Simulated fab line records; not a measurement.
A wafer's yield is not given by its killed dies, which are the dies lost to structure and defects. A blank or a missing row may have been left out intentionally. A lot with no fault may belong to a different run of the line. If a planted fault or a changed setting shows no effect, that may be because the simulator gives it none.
fab line records    flow sky130    part 2 of 2: steps 43 to 43 of 43
record: lots: 6  wafers: 16  last-day: 49
route steps=708 shown POLY_CUT@317 SD_P@320 RES_XHIGH@332 SD_N@342 PAD_OPEN@708
lots that met no fault: from a run of the same line without faults
start-h: the number of hours between the record's first day and the start of the first shown wafer of the lot    wait-h: hours elapsed since this lot's preceding step    " repeats the value in the row above    L1.1+2: one row covering several wafers at once    - either no value or no given start    * or withheld: withheld    < > ~ a bound
route shown NAME@n: names a module that has steps shown in the file, with the first one's number in the route    usual: the fault-free wafers' mean and standard deviation    same: alike in all rows    chamber/n: place in a boat    sites: per-site readings    _std_site: how widely they spread, as a standard deviation    _edge_site: mean of outer sites minus mean of inner sites    radius-mm: how far each site lies from the wafer's centre    mask NAME#n: copy n    behind: the last tool/chamber to shape the wafer    hold: why the lot went on hold/how many hours it stayed there/how the hold came to an end    device: which transistor (n, p or np) failed to switch    end of line: the tests these same wafers got at the end of their route    where a step has no rows: the recipe by itself    killed: not the wafer's yield, but the dies lost to structure and defects at the first sort    map: a wafer's dies, marking killed ones x, the rest . and places with no die _
set.NAME: the run value of the setting; set.NAME@STEP: its run value at that earlier step    model.NAME: the simulator's own value behind a step, which no gauge read
lots at some steps of the route; a table a step, a row a wafer
services: when a tool's chamber went out of use (start-h, in hours from the record's first day, below 0 if earlier), for how many hours, and the reason
== steps ==
step: SKY_PAD_OPEN_PROBE_99
usual: killed_at_M0_to_M3: 44/7.7  killed_at_M4_up: 3.0/1.9  killed-at-contacts: 25/5.6  killed-at-front-end: 15/4.6  killed-at-other: 0.3/0.47  killed-dies: 86/9.9  killed-open: 47/7.4  killed-short: 39/5.9
same: gross-dies: 492  killed-at-back-side: 0
lot.wafer  tool       chamber  start-h  wait-h  killed_at_M0_to_M3  killed_at_M4_up  killed-at-contacts  killed-at-front-end  killed-at-other  killed-dies  killed-open  killed-short  model.etest.res-high-po.line-ohm-um  model.etest.licon-high-po.rc-ohm  model.etest.res-pdiff.line-ohm-um  model.etest.res-high-po.rs-ohm-sq  model.etest.licon-pdiff.rc-ohm  model.etest.res-high-po.rs-ohm-sq-range  model.etest.res-high-po.rs-ohm-sq-rim-less-centre  model.etest.res-pdiff-hv.rs-ohm-sq
L196.1     prober-02  -        1091.85  0.1     42                  2                27                  14                   0                85           53           32            763.1                                349.1                             1302                               260.3                              586.4                           6.592                                    2.309                                              190.9
L196.4     prober-02  -        1092.00  0.2     40                  2                26                  14                   0                82           46           36            762.7                                361.9                             1354                               269.3                              569                             5.445                                    0.9924                                             193.5
L196.5     prober-02  -        1092.05  0.2     48                  2                30                  21                   0                101          47           54            739.4                                354.5                             1330                               258.3                              593.7                           8.849                                    6.817                                              192.4
L201.4     prober-01  -        1107.76  0.2     37                  5                31                  10                   1                84           37           47            749                                  350.8                             1360                               264.9                              569.6                           6.552                                    -4.642                                             188.8
L201.5     prober-01  -        1107.81  0.2     50                  4                41                  14                   0                109          63           46            734.6                                364.7                             1372                               262.3                              592.8                           5.761                                    -3.162                                             187.3
L201.6     prober-01  -        1107.86  0.2     49                  2                24                  24                   0                99           53           46            753.6                                346.2                             1330                               269.6                              582.7                           9.081                                    -1.493                                             187
L206.4     prober-01  -        1152.01  0.2     33                  3                28                  13                   0                77           48           29            882.1                                469.9                             1429                               306.6                              616.3                           41.97                                    -24.41                                             199.4
L206.5     prober-01  -        1152.06  0.2     35                  5                22                  13                   0                75           51           24            785                                  388.8                             1406                               275.2                              622.9                           13.02                                    -8.31                                              191
L209.1     prober-02  -        1165.98  0.1     46                  1                24                  14                   1                86           49           37            729.5                                356.4                             1348                               258.9                              595.4                           14.16                                    11.99                                              193.2
L209.4     prober-02  -        1166.13  0.2     58                  4                22                  12                   0                96           48           48            862.3                                455.7                             1495                               297.3                              638.3                           46.48                                    -6.032                                             207.3
L213.3     prober-01  -        1176.79  0.2     45                  3                29                  16                   0                93           45           48            734.2                                346.9                             1345                               257                                584.9                           9.24                                     -2.648                                             192
L213.5     prober-01  -        1176.89  0.2     47                  1                30                  21                   0                99           53           46            748.3                                351.3                             1384                               260                                597.6                           11.27                                    -5.026                                             190.7
L213.6     prober-01  -        1176.94  0.2     55                  2                27                  18                   1                103          57           46            745.2                                363.4                             1374                               258.9                              569.5                           6.986                                    -4.041                                             191.2
L215.1     prober-01  -        1183.01  0.1     39                  6                29                  16                   1                91           48           43            734.2                                353.6                             1380                               260.7                              588.6                           8.071                                    -6.718                                             196.3
L215.3     prober-01  -        1183.11  0.2     53                  4                28                  8                    0                93           53           40            732                                  325.9                             1381                               250.8                              556.9                           6.148                                    -4.004                                             198.9
L215.5     prober-01  -        1183.21  0.2     45                  4                23                  5                    0                77           40           37            742.9                                347.8                             1395                               257.4                              573.9                           8.311                                    -6.249                                             198.2
killed by level:class
L196.1 VIA1:geometric-particle:open=18 LI_CONTACT:geometric-particle:open=12 CONTACT:geometric-particle:open=6 FIELD_ISO:geometric-particle:open=5 CONTACT:geometric-particle:short=5 VIA1:geometric-particle:short=5 METAL3:geometric-particle:short=5 METAL2:geometric-particle:short=4
L196.4 VIA1:geometric-particle:open=12 VIA1:geometric-particle:short=9 LI_CONTACT:geometric-particle:open=8 CONTACT:geometric-particle:open=8 VIA3:geometric-particle:open=6 FIELD_ISO:geometric-particle:short=5 FIELD_ISO:geometric-particle:open=4 CONTACT:geometric-particle:short=4
L196.5 VIA1:geometric-particle:open=12 VIA1:geometric-particle:short=11 LI_CONTACT:geometric-particle:open=8 CONTACT:geometric-particle:open=8 VIA3:geometric-particle:open=7 METAL2:geometric-particle:short=7 FIELD_ISO:geometric-particle:open=6 FIELD_ISO:geometric-particle:short=6
L201.4 LI_CONTACT:geometric-particle:open=10 CONTACT:geometric-particle:open=8 VIA1:geometric-particle:open=6 VIA3:geometric-particle:open=6 LOCAL_INTERCONNECT:geometric-particle:short=5 CONTACT:geometric-particle:short=5 METAL2:geometric-particle:short=5 METAL4:geometric-particle:short=4
L201.5 LI_CONTACT:geometric-particle:open=15 VIA1:geometric-particle:open=13 VIA3:geometric-particle:open=9 CONTACT:geometric-particle:open=7 LI_CONTACT:geometric-particle:short=6 CONTACT:geometric-particle:short=6 METAL2:geometric-particle:short=6 VIA2:geometric-particle:open=6
L201.6 VIA1:geometric-particle:open=10 CONTACT:geometric-particle:open=9 POLY_GATE:geometric-particle:open=8 VIA3:geometric-particle:open=8 LOCAL_INTERCONNECT:geometric-particle:short=7 METAL1:geometric-particle:short=6 VIA1:geometric-particle:short=6 VIA2:geometric-particle:open=6
L206.4 CONTACT:geometric-particle:open=18 VIA1:geometric-particle:open=7 VIA3:geometric-particle:open=6 METAL2:geometric-particle:short=6 LI_CONTACT:geometric-particle:open=5 FIELD_ISO:geometric-particle:short=4 FIELD_ISO:geometric-particle:open=3 POLY_GATE:geometric-particle:open=3
L206.5 LI_CONTACT:geometric-particle:open=9 VIA1:geometric-particle:open=8 CONTACT:geometric-particle:open=8 VIA3:geometric-particle:open=7 VIA2:geometric-particle:open=7 FIELD_ISO:geometric-particle:open=5 METAL4:geometric-particle:short=5 METAL1:geometric-particle:short=4
L209.1 VIA1:geometric-particle:open=11 CONTACT:geometric-particle:open=11 METAL1:geometric-particle:short=7 METAL2:geometric-particle:short=7 LI_CONTACT:geometric-particle:open=6 VIA3:geometric-particle:open=6 FIELD_ISO:geometric-particle:short=5 METAL1:geometric-particle:open=4
L209.4 VIA1:geometric-particle:open=14 METAL1:geometric-particle:short=12 VIA3:geometric-particle:open=8 LOCAL_INTERCONNECT:geometric-particle:short=7 VIA2:geometric-particle:open=7 CONTACT:geometric-particle:open=6 VIA1:geometric-particle:short=5 FIELD_ISO:geometric-particle:open=4
L213.3 CONTACT:geometric-particle:open=9 VIA2:geometric-particle:open=8 CONTACT:geometric-particle:short=7 FIELD_ISO:geometric-particle:short=6 LOCAL_INTERCONNECT:geometric-particle:short=6 VIA1:geometric-particle:short=6 VIA1:geometric-particle:open=6 VIA3:geometric-particle:open=6
L213.5 VIA2:geometric-particle:open=10 LI_CONTACT:geometric-particle:open=10 CONTACT:geometric-particle:open=10 VIA1:geometric-particle:open=8 FIELD_ISO:geometric-particle:short=7 METAL2:geometric-particle:short=7 CONTACT:geometric-particle:short=6 VIA3:geometric-particle:open=5
L213.6 CONTACT:geometric-particle:open=13 VIA1:geometric-particle:open=8 POLY_GATE:geometric-particle:open=7 LI_CONTACT:geometric-particle:open=7 METAL2:geometric-particle:short=7 METAL3:geometric-particle:short=7 VIA3:geometric-particle:short=7 VIA3:geometric-particle:open=7
L215.1 CONTACT:geometric-particle:short=8 CONTACT:geometric-particle:open=7 LI_CONTACT:geometric-particle:open=6 METAL1:geometric-particle:short=6 VIA1:geometric-particle:open=6 FIELD_ISO:geometric-particle:short=5 VIA2:geometric-particle:open=5 VIA3:geometric-particle:open=5
L215.3 VIA1:geometric-particle:open=13 CONTACT:geometric-particle:open=11 LI_CONTACT:geometric-particle:open=10 VIA2:geometric-particle:open=9 METAL2:geometric-particle:short=8 METAL1:geometric-particle:short=6 FIELD_ISO:geometric-particle:short=4 VIA1:geometric-particle:short=4
L215.5 CONTACT:geometric-particle:open=9 VIA1:geometric-particle:open=8 VIA2:geometric-particle:open=8 METAL2:geometric-particle:short=7 LI_CONTACT:geometric-particle:open=6 VIA3:geometric-particle:open=4 CONTACT:geometric-particle:short=4 VIA1:geometric-particle:short=4
== services ==
tool             chamber  start-h  hours  kind
rie-diel-03      -        572.54   1.4    repair
rie-diel-03      3        587.73   8.7    repair
implanter-04     -        592.82   1.1    repair
rie-diel-04      0        593.29   18.3   repair
rie-diel-03      1        595.48   6.3    repair
rie-diel-04      -        596.74   0.6    repair
rie-diel-04      3        606.90   3.2    repair
plasma-asher-01  -        608.61   1.0    repair
plasma-asher-02  -        657.29   1.4    repair
rie-diel-02      1        669.32   3.1    repair
plasma-asher-04  -        688.12   7.9    repair
rie-diel-02      2        690.47   8.0    repair
rie-diel-04      1        697.48   1.6    repair
plasma-asher-03  -        714.82   41.4   repair
implanter-04     -        718.18   3.3    repair
rie-diel-02      -        727.50   2.8    pm
rie-diel-02      -        732.92   0.5    repair
plasma-asher-02  -        733.75   9.0    pm
rie-diel-03      -        734.95   5.1    repair
rie-diel-04      3        738.80   15.7   repair
rie-diel-02      2        755.35   5.4    repair
implanter-04     -        790.69   1.9    repair
rie-diel-02      0        791.03   5.7    repair
plasma-asher-01  -        796.90   1.2    repair
== key ==
first-sign: step: SKY_SD_P_STRIP_10  reading: strip-time-to-endpoint-s  direction: down  sigmas: 5.8  usual: *  struck: *
effect: step: SKY_SD_N_RS_MEAS_17  reading: SD_P_RS  direction: up  sigmas: 3.3  usual: 147.1  struck: 148.6
model-effect: step: SKY_PAD_OPEN_PROBE_99  value: etest.res-high-po.line-ohm-um  without: 749.9  struck: 872.2
met-at SKY_SD_P_IMPLANT_09
struck-wafers L206.4,L209.4
tester-left-out L206,L209
onset-between 602.37 690.56
fault: kind: process-parameter-drift  tool: implanter-04  chamber: -  onset-h: 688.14  steps: SKY_SD_P_IMPLANT_09  channel: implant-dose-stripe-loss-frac  offset: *  shape: step  end-h: 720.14  scope: struck-wafers-only
tester-left-out: of these lots the tester's yield and bins aren't shown, on N5 and GAA mostly nor the transistor test; their killed dies are dies lost to structure and defects alone, not to doping, threshold or leakage, so they don't give the yield
